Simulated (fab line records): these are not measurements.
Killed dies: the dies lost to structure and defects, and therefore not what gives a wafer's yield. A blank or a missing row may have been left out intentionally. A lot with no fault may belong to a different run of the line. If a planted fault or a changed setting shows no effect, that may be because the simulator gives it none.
Which of the tools did it?	flow sfqLine	Sampling: 15 lots, 43 wafers, 2 of 325 route steps

WHAT THE GAUGES SHOWED, per wafer
SFQ_M1_OVL_MEAS_911.
lot	measured	on	M1_OVL (nm)
L225	day 12 16:44	overlay-02	2 2 11
L227	day 13 17:58	overlay-02	3 12 6
L229	day 14 10:43	overlay-02	9 0 9
L230	day 14 22:42	overlay-01	-11 5
L231	day 15 07:07	overlay-01	8 -1
L232	day 15 10:43	overlay-02	-4 -1 -2
L237	day 16 23:34	overlay-01	2 -1 2
L238	day 17 04:21	overlay-01	-6 1 -5
L240	day 17 23:32	overlay-02	2 7 -6
L241	day 18 00:44	overlay-02	-10 -4 -1
L242	day 18 06:45	overlay-01	-2 -6 -1
L245	day 19 04:08	overlay-02	3 -3 2
L246	day 19 12:32	overlay-02	5 3 3
L247	day 19 13:44	overlay-02	-4 9 -4
L248	day 20 01:44	overlay-01	1 8 3

WHAT TOOL EACH LOT RAN ON (gives the tool, then ch and the chambers of the sampled wafers, and finally the start)
lot	SFQ_TRILAYER_M0_BARC_OPEN_METAL_ETCH_031
L225	rieMetal-04 ch 0,1, day 7 08:11
L227	rieMetal-01 ch 0,1, day 7 23:48
L229	rieMetal-04 ch 0,1, day 8 11:47
L230	rieMetal-03 ch 0,1, day 8 20:11
L231	rieMetal-04 ch 0, day 9 02:17
L232	rieMetal-04 ch 0,1, day 9 07:50
L237	rieMetal-03 ch 0,1, day 10 13:23
L238	rieMetal-04 ch 0,1, day 10 19:23
L240	rieMetal-04 ch 0, day 11 02:35
L241	rieMetal-03 ch 0,1, day 11 07:23
L242	rieMetal-01 ch 0,1, day 11 11:00
L245	rieMetal-01 ch 1, day 12 10:47
L246	rieMetal-04 ch 0,1, day 12 17:59
L247	rieMetal-04 ch 0,1, day 12 21:35
L248	rieMetal-01 ch 0,1, day 13 04:47
- SFQ_TRILAYER_M0_BARC_OPEN_METAL_ETCH_031: etches BARC in O2, target depth 125 nm, time 41.7 s.

WHAT THE TOOLS THEMSELVES READ (means of the sampled wafers that have a number; where no wafer has one, the mark that the record gives instead)
SFQ_TRILAYER_M0_BARC_OPEN_METAL_ETCH_031.
lot	tool	drypumpMotorCurrentA (A)	oesProductAu (a.u.)
L225	rieMetal-04	5.8	0.686
L227	rieMetal-01	5.4	0.687
L229	rieMetal-04	5.9	0.685
L230	rieMetal-03	5.8	0.690
L231	rieMetal-04	6.2	0.686
L232	rieMetal-04	6.0	0.680
L237	rieMetal-03	6.0	0.685
L238	rieMetal-04	5.9	0.689
L240	rieMetal-04	6.2	0.683
L241	rieMetal-03	5.6	0.687
L242	rieMetal-01	5.4	0.686
L245	rieMetal-01	5.6	0.684
L246	rieMetal-04	5.9	0.679
L247	rieMetal-04	6.0	0.683
L248	rieMetal-01	5.2	0.683

THE ANSWER, worked out from the rows above alone
Rule: usual is defined by the lots themselves. Put in order of their means at a reading, lots are off if they are a third of the lots or fewer, leave a main group of 4 or more, and stand apart from it by a gap of 3 or more times the standard deviation of the main group's means; of several such gaps the widest counts. The tables above print the reading to a certain number of digits; a main group whose means all agree to those digits is not used. Also off: a lot with no number at a reading for which 4 or more lots have one. Where the step has rows for the other lots, those lots are counted as sound. First the gauges in route order, then the tools' own readings, where a lot's mean is used as printed above. The first step at which some lot is off is used, and at that step the reading that is off furthest; a lot without a number counts as furthest.
No lot is off at any reading shown: from this, nothing can be told.

WHAT HAD BEEN PUT IN BY THE SIMULATOR
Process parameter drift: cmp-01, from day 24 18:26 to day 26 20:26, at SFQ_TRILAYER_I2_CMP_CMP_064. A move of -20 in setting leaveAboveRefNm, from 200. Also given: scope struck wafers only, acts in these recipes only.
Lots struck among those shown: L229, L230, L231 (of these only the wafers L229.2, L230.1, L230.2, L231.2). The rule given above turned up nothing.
